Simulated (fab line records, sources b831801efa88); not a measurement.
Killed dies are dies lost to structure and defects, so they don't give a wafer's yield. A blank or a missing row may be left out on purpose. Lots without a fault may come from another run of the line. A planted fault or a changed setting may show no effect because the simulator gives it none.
fab line records | flow sfq_line
record lots=14 wafers=42 last_day=92
route steps=325 shown I1@73 M2@99 I3@133 M4@149
lots that met no fault: from a run of the same line without faults
start_h: hours from the record's first day to the start of the lot's first wafer shown | wait_h: hours since the lot's step before | " the same as in the row above | L1.1+2: a row that stands for several wafers | - no value, or no start given | * or withheld: withheld | < > ~ a bound
route shown NAME@n: a module of which the file shows steps, and the number in the route of the first | usual: mean/standard deviation of fault-free wafers | same: alike in all rows | chamber/n: place in a boat | sites: the reading at each site | _std_site: their standard deviation | _edge_site: outer sites' mean less inner sites' | radius_mm: how far each site lies from the wafer's centre | mask NAME#n: copy n | behind: the tool/chamber that last shaped the wafer | hold: why the lot was held/for how many hours/how that ended | device: the transistor (n, p or np) that didn't switch | end of line: the same wafers' tests at the end of the route | a step without rows: its recipe alone | killed: dies lost to structure and defects at the first sort, not the wafer's yield | map: a wafer's dies, x killed, . not, _ none there
set.NAME: the setting as run; set.NAME@STEP: as run at that earlier step | model.NAME: the simulator's own value behind a step, which no gauge read
steps of the route over a sample of lots; a table a step, a row a wafer
services: from which hour (start_h, from the record's first day; less than 0 if before it) a tool's chamber was out of use, for how many hours, and why
## steps
# step SFQ_TRILAYER_I1_DEP_PECVD_045
# recipe material=SiO2 temp_c=150 time_s=111.11 pressure_torr=2.4 rf_w=183.3 precursor=SiH4/N2O target_thk_nm=500
# usual heater_power_w=88/22 rf_fwd_power_W=182.3/0.62 throttle_valve_pct=24.6/1.6
# same time_s=111.11
# columns lot.wafer tool chamber start_h wait_h heater_power_w rf_fwd_power_W throttle_valve_pct
L261.3 pecvd-03 0 557.68 0.0 66 181.5 23.4
L261.5 " 0 " " 70 182.1 23.3
L261.6 " 1 " " 89 181.3 24.9
L262.3 pecvd-03 0 564.88 0.0 61 182.1 23.5
L262.4 " 2 " " 99 181.8 27.9
L262.5 " 1 " " 90 182.2 24.6
L264.1 pecvd-01 1 588.36 0.0 132 182.6 25.0
L264.3 " 0 " " 57 183.1 24.8
L264.4 " 0 " " 44 183.2 25.1
L265.1 pecvd-03 2 597.30 0.0 109 182.3 27.8
L265.4 " 2 " " 111 181.7 27.8
L265.6 " 1 " " 108 182.0 24.8
L266.2 pecvd-02 2 599.70 0.0 89 181.5 23.6
L266.3 " 0 " " 87 182.5 21.9
L266.4 " 1 " " 89 183.2 22.7
L268.3 pecvd-01 2 643.03 0.0 85 182.8 25.7
L268.5 " 1 " " 127 182.9 25.2
L268.6 " 0 " " 56 182.3 25.0
L269.2 pecvd-02 2 661.03 0.0 82 182.4 23.8
L269.4 " 2 " " 86 182.6 23.3
L269.6 " 1 " " 101 181.9 22.7
L270.1 pecvd-02 1 685.72 0.0 102 183.0 23.2
L270.2 " 2 " " 76 182.4 23.5
L270.5 " 1 " " 103 182.2 23.1
L276.3 pecvd-01 0 722.94 0.0 54 182.5 25.0
L276.4 " 0 " " 56 183.0 25.1
L276.5 " 2 " " 71 181.7 26.2
L277.3 pecvd-01 0 736.12 0.0 53 182.3 25.6
L277.4 " 2 " " 82 181.5 25.8
L277.5 " 0 " " 56 183.5 25.3
L279.2 pecvd-01 0 743.32 0.0 48 182.5 25.2
L279.3 " 2 " " 78 181.6 26.2
L279.5 " 1 " " 129 182.1 25.1
L280.2 pecvd-01 1 762.65 0.0 131 182.4 25.7
L280.4 " 0 " " 56 182.0 25.4
L280.5 " 2 " " 81 181.9 26.3
L281.1 pecvd-02 2 767.59 0.0 88 183.7 24.0
L281.4 " 0 " " 88 182.5 22.3
L281.6 " 1 " " 93 183.0 23.1
L284.1 pecvd-03 1 803.42 0.0 97 182.9 24.4
L284.3 " 2 " " 108 181.4 27.7
L284.5 " 1 " " 99 182.0 24.5
# step SFQ_TRILAYER_M2_BARC_OPEN_METAL_ETCH_077
# recipe mask_material=PR chemistry=O2 target_depth_nm=125 target=BARC icp_w=600 bias_w=80 pressure_mtorr=10 time_s=41.7
# usual drypump_motor_current_A=5.54/0.23 he_backside_leak_sccm=3.45/0.23 oes_product_au=0.685/0.0043
# same time_s=41.7
# columns lot.wafer tool chamber start_h wait_h drypump_motor_current_A he_backside_leak_sccm oes_product_au rf_hours_counter_h
L261.3 rie_metal-01 1 863.15 0.0 5.71 3.30 0.684 -
L261.5 " 0 " " 5.77 3.50 0.683 -
L261.6 " 1 " " 5.71 3.35 0.689 -
L262.3 rie_metal-01 1 872.87 0.0 5.72 3.47 0.688 -
L262.4 " 0 " " 5.81 3.49 0.691 -
L262.5 " 0 " " 5.81 3.49 0.689 -
L264.1 rie_metal-03 1 896.98 0.0 5.32 3.14 0.680 57
L264.3 " 1 " " 5.29 3.05 0.684 -
L264.4 " 1 " " 5.33 3.12 0.688 -
L265.1 rie_metal-03 1 901.78 0.0 5.31 3.18 0.689 58
L265.4 " 1 " " 5.31 3.24 0.684 -
L265.6 " 1 " " 5.29 3.12 0.686 -
L266.2 rie_metal-01 1 902.98 0.0 5.72 3.17 0.686 90
L266.3 " 0 " " 5.78 3.38 0.684 -
L266.4 " 1 " " 5.69 3.20 0.679 -
L268.3 rie_metal-03 1 942.85 0.0 5.32 3.61 0.687 -
L268.5 " 0 " " 5.62 3.47 0.683 -
L268.6 " 1 " " 5.33 3.41 0.676 -
L269.2 rie_metal-01 1 957.14 0.0 5.73 3.13 0.684 97
L269.4 " 0 " " 5.82 3.53 0.682 -
L269.6 " 1 " " 5.69 3.07 0.687 -
L270.1 rie_metal-01 0 978.74 0.0 5.80 3.46 0.686 20
L270.2 " 1 " " 5.68 3.48 0.687 99
L270.5 " 1 " " 5.69 3.53 0.687 -
L276.3 rie_metal-01 1 1027.54 0.0 5.69 3.43 0.686 -
L276.4 " 0 " " 5.84 3.49 0.676 -
L276.5 " 1 " " 5.69 3.29 0.681 -
L277.3 rie_metal-01 0 1041.94 0.0 5.84 3.46 0.688 -
L277.4 " 1 " " 5.71 3.26 0.685 -
L277.5 " 1 " " 5.69 3.23 0.682 -
L279.2 rie_metal-04 1 1051.64 0.0 5.35 3.62 0.685 80
L279.3 " 0 " " 5.16 3.46 0.685 -
L279.5 " 0 " " 5.18 3.56 0.692 -
L280.2 rie_metal-04 1 1068.37 0.0 5.32 3.71 0.680 82
L280.4 " 1 " " 5.30 3.56 0.692 -
L280.5 " 1 " " 5.32 3.58 0.683 -
L281.1 rie_metal-03 1 1076.13 0.0 5.33 3.19 0.688 82
L281.4 " 0 " " 5.60 3.80 0.691 -
L281.6 " 0 " " 5.57 3.39 0.690 -
L284.1 rie_metal-03 1 1095.33 0.0 5.34 3.34 0.677 84
L284.3 " 1 " " 5.34 3.22 0.676 -
L284.5 " 0 " " 5.58 3.36 0.680 -
# step SFQ_TRILAYER_I3_DEP_PECVD_081
# recipe material=SiO2 temp_c=150 time_s=111.11 pressure_torr=2.4 rf_w=183.3 precursor=SiH4/N2O target_thk_nm=500
# usual heater_power_w=92/17 rf_fwd_power_W=182.2/0.67 throttle_valve_pct=24.9/0.86
# same time_s=111.11
# columns lot.wafer tool chamber start_h wait_h heater_power_w rf_fwd_power_W throttle_valve_pct
L261.3 pecvd-01 2 1020.12 0.0 86 181.4 26.4
L261.5 " 2 " " 88 182.3 26.3
L261.6 " 1 " " 122 182.5 25.5
L262.3 pecvd-04 0 1034.48 0.0 82 183.5 25.0
L262.4 " 1 " " 101 181.6 24.6
L262.5 " 0 " " 82 182.7 25.0
L264.1 pecvd-02 0 1059.80 0.0 78 181.0 23.2
L264.3 " 1 " " 102 182.2 23.7
L264.4 " 1 " " 102 182.1 23.5
L265.1 pecvd-04 2 1062.99 0.0 99 181.8 24.7
L265.4 " 0 " " 85 181.8 25.2
L265.6 " 2 " " 104 183.0 24.6
L266.2 pecvd-02 0 1065.80 0.0 80 182.7 23.3
L266.3 " 2 " " 81 183.1 24.5
L266.4 " 2 " " 83 182.4 24.4
L268.3 pecvd-04 0 1095.11 0.0 85 182.1 25.2
L268.5 " 1 " " 99 182.6 24.9
L268.6 " 2 " " 93 211.9 24.8
L269.2 pecvd-01 2 1130.20 0.0 83 180.9 26.3
L269.4 " 2 " " 83 181.2 26.4
L269.6 " 1 " " 128 183.4 25.5
L270.1 pecvd-04 2 1131.40 0.0 91 211.6 25.0
L270.2 " 1 " " 102 182.4 25.1
L270.5 " 1 " " 106 182.2 25.3
L276.3 pecvd-02 1 1167.87 0.0 99 182.9 23.9
L276.4 " 2 " " 82 182.4 24.8
L276.5 " 1 " " 102 183.1 23.9
L277.3 pecvd-02 2 1176.31 0.0 86 183.2 24.6
L277.4 " 0 " " 85 183.3 23.1
L277.5 " 2 " " 88 182.6 25.1
L279.2 pecvd-02 1 1184.68 0.0 102 181.2 23.8
L279.3 " 2 " " 83 181.6 24.8
L279.5 " 0 " " 80 181.9 23.5
L280.2 pecvd-01 2 1200.27 0.0 85 182.6 26.2
L280.4 " 2 " " 85 182.9 26.4
L280.5 " 0 " " 53 181.7 25.4
L281.1 pecvd-04 0 1203.87 0.0 79 183.1 25.3
L281.4 " 1 " " 102 181.9 25.1
L281.6 " 0 " " 80 183.6 25.4
L284.1 pecvd-04 1 1208.67 0.0 98 181.7 25.3
L284.3 " 0 " " 78 182.1 25.2
L284.5 " 2 " " 105 182.1 25.3
# step SFQ_TRILAYER_M4_DEP_SPUTTER_091
# recipe material=Nb base_pressure_pa=1.33e-06 chamber_pressure_pa=0.1333 substrate_temp_c=20 resputter_cathode_voltage_v=400 target_thk_nm=200 power_w=2000 time_s=133.3
# usual cathode_dc_power_W=2000.0/0.35 throttle_valve_pct=30.2/0.94
# same time_s=133.3
# columns lot.wafer tool chamber start_h wait_h cathode_dc_power_W throttle_valve_pct
L261.3 pvd_sputter-03 - 1158.27 0.0 1999.9 29.5
L261.5 " - " " 1999.9 29.3
L261.6 " - " " 2000.2 31.9
L262.3 pvd_sputter-03 - 1170.27 0.0 1999.4 31.2
L262.4 " - " " 2000.2 31.9
L262.5 " - " " 1999.6 29.9
L264.1 pvd_sputter-03 - 1187.27 0.0 1999.5 31.9
L264.3 " - " " 2000.0 29.6
L264.4 " - " " 2000.2 31.0
L265.1 pvd_sputter-03 - 1190.67 0.0 1999.9 29.6
L265.4 " - " " 2000.5 31.9
L265.6 " - " " 2000.3 31.4
L266.2 pvd_sputter-03 - 1193.07 0.0 2000.1 29.5
L266.3 " - " " 2000.3 29.5
L266.4 " - " " 1999.7 31.7
L268.3 pvd_sputter-03 - 1205.07 0.0 1999.9 31.0
L268.5 " - " " 1999.7 29.3
L268.6 " - " " 1999.6 29.8
L269.2 pvd_sputter-06 - 1239.87 0.0 1999.8 29.3
L269.4 " - " " 2000.3 29.9
L269.6 " - " " 1999.7 29.9
L270.1 pvd_sputter-03 - 1245.87 0.0 2000.5 29.2
L270.2 " - " " 2000.6 31.9
L270.5 " - " " 1999.8 31.0
L276.3 pvd_sputter-03 - 1307.84 0.0 1999.9 29.7
L276.4 " - " " 2000.2 29.4
L276.5 " - " " 2000.4 30.8
L277.3 pvd_sputter-06 - 1319.84 0.0 2001.2 30.0
L277.4 " - " " 2000.3 29.7
L277.5 " - " " 2000.4 29.9
L279.2 pvd_sputter-05 - 1331.81 0.0 1999.8 30.2
L279.3 " - " " 1999.4 30.4
L279.5 " - " " 2000.0 30.5
L280.2 pvd_sputter-06 - 1344.99 0.0 2000.3 28.7
L280.4 " - " " 1999.6 30.1
L280.5 " - " " 2000.5 30.2
L281.1 pvd_sputter-03 - 1349.79 0.0 2000.5 32.0
L281.4 " - " " 1999.7 29.7
L281.6 " - " " 2000.4 30.9
L284.1 pvd_sputter-03 - 1353.39 0.0 2000.2 31.0
L284.3 " - " " 2000.2 29.5
L284.5 " - " " 1999.9 29.5
## services
# columns tool chamber start_h hours kind
pecvd-02 - 563.75 14.0 pm
pvd_sputter-03 - 612.34 0.7 repair
pvd_sputter-03 - 668.52 1.9 repair
pvd_sputter-03 - 690.94 1.0 repair
pecvd-02 - 698.38 6.0 pm
pecvd-01 - 779.99 6.0 pm
pecvd-01 - 787.50 0.3 repair
pecvd-01 0 859.48 5.5 repair
pvd_sputter-03 - 876.46 4.9 repair
pvd_sputter-03 - 920.92 4.6 repair
pvd_sputter-03 - 935.51 3.1 repair
pecvd-01 1 942.38 4.8 repair
pecvd-01 2 995.55 14.7 repair
pecvd-01 0 1010.85 17.6 repair
pecvd-01 - 1027.62 0.5 repair
pecvd-02 2 1092.18 4.7 repair
pecvd-01 - 1093.48 18.2 repair
pecvd-02 2 1104.01 9.9 repair
pecvd-02 - 1119.95 2.8 pm
pecvd-02 - 1149.76 1.1 repair
pecvd-02 1 1173.72 7.8 repair
pvd_sputter-03 - 1195.37 5.1 repair
pecvd-01 0 1211.57 10.7 repair
pecvd-02 1 1232.88 23.1 repair
## key
first_sign step=SFQ_TRILAYER_I3_DEP_PECVD_081 reading=rf_fwd_power_W direction=up sigmas=44 usual=182.2 struck=211.7
effect none on later readings
met_at SFQ_TRILAYER_I3_DEP_PECVD_081
struck_lots L268,L270
struck_wafers L268.6,L270.1
not_acting_at SFQ_TRILAYER_I1_DEP_PECVD_045,SFQ_TRILAYER_M2_BARC_OPEN_METAL_ETCH_077,SFQ_TRILAYER_M4_DEP_SPUTTER_091
onset_between 1062.99 1095.11
fault kind=process_parameter_drift tool=pecvd-04 chamber=2 onset_h=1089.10 steps=SFQ_TRILAYER_I3_DEP_PECVD_081 channel=rf_w offset=29.328 shape=step end_h=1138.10 acts_in=these_recipes_only stated=183.3
